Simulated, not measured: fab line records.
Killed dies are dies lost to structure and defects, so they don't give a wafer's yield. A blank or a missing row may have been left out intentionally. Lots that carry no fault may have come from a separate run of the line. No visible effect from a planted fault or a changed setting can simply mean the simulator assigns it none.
What tool caused it? || flow sky130 || 12 lots, 36 wafers sampled, at 1 step of a route of 708

WHAT EACH GAUGE READ, for each wafer
SKY_METAL1_CD_MEAS_15 targets a cd of 140 nm.
{"lot": "L075", "measured": "day 34 01:49", "on": "cdSem-01", "cdNm (nm)": "141.1 141.7 142.3"}
{"lot": "L077", "measured": "day 34 18:45", "on": "cdSem-01", "cdNm (nm)": "141.6 141.5 140.6"}
{"lot": "L079", "measured": "day 35 03:44", "on": "cdSem-01", "cdNm (nm)": "138.4 140.1 138.4"}
{"lot": "L081", "measured": "day 36 02:43", "on": "cdSem-01", "cdNm (nm)": "138.5 141.3 140.2"}
{"lot": "L083", "measured": "day 36 17:02", "on": "cdSem-01", "cdNm (nm)": "139.6 141.8 142.0"}
{"lot": "L085", "measured": "day 37 07:22", "on": "cdSem-02", "cdNm (nm)": "140.3 141.2 138.7"}
{"lot": "L087", "measured": "day 37 17:37", "on": "cdSem-01", "cdNm (nm)": "140.4 139.7 140.7"}
{"lot": "L089", "measured": "day 38 10:46", "on": "cdSem-01", "cdNm (nm)": "140.5 142.0 141.8"}
{"lot": "L091", "measured": "day 39 04:48", "on": "cdSem-02", "cdNm (nm)": "137.8 139.4 140.6"}
{"lot": "L093", "measured": "day 39 11:52", "on": "cdSem-01", "cdNm (nm)": "139.9 140.6 139.8"}
{"lot": "L095", "measured": "day 40 06:00", "on": "cdSem-01", "cdNm (nm)": "138.4 137.8 138.7"}
{"lot": "L097", "measured": "day 40 11:02", "on": "cdSem-02", "cdNm (nm)": "141.2 139.6 139.6"}

TOOL THAT RAN EACH LOT (tool first, then ch and the chambers of the sampled wafers, then the start)
There is no process step in the record ahead of these readings.

THE ANSWER, worked out from the rows above alone
Rule: the usual values come from the lots themselves. The widest of any qualifying gaps counts: lots, ordered by their means at a reading, are off when they make up no more than a third of the lots, leave a main group of 4 or more, and stand apart from it by 3 or more times the standard deviation of that group's means. A main group whose means are all the same, to the digits that the tables above print for the reading, isn't used. Also off: a lot with no number at a reading for which 4 or more lots have one. Where the step has rows for the other lots, those lots are counted as sound.
Nothing can be told from this: no lot is off at any reading shown.

WHAT WAS PUT IN BY THE SIMULATOR
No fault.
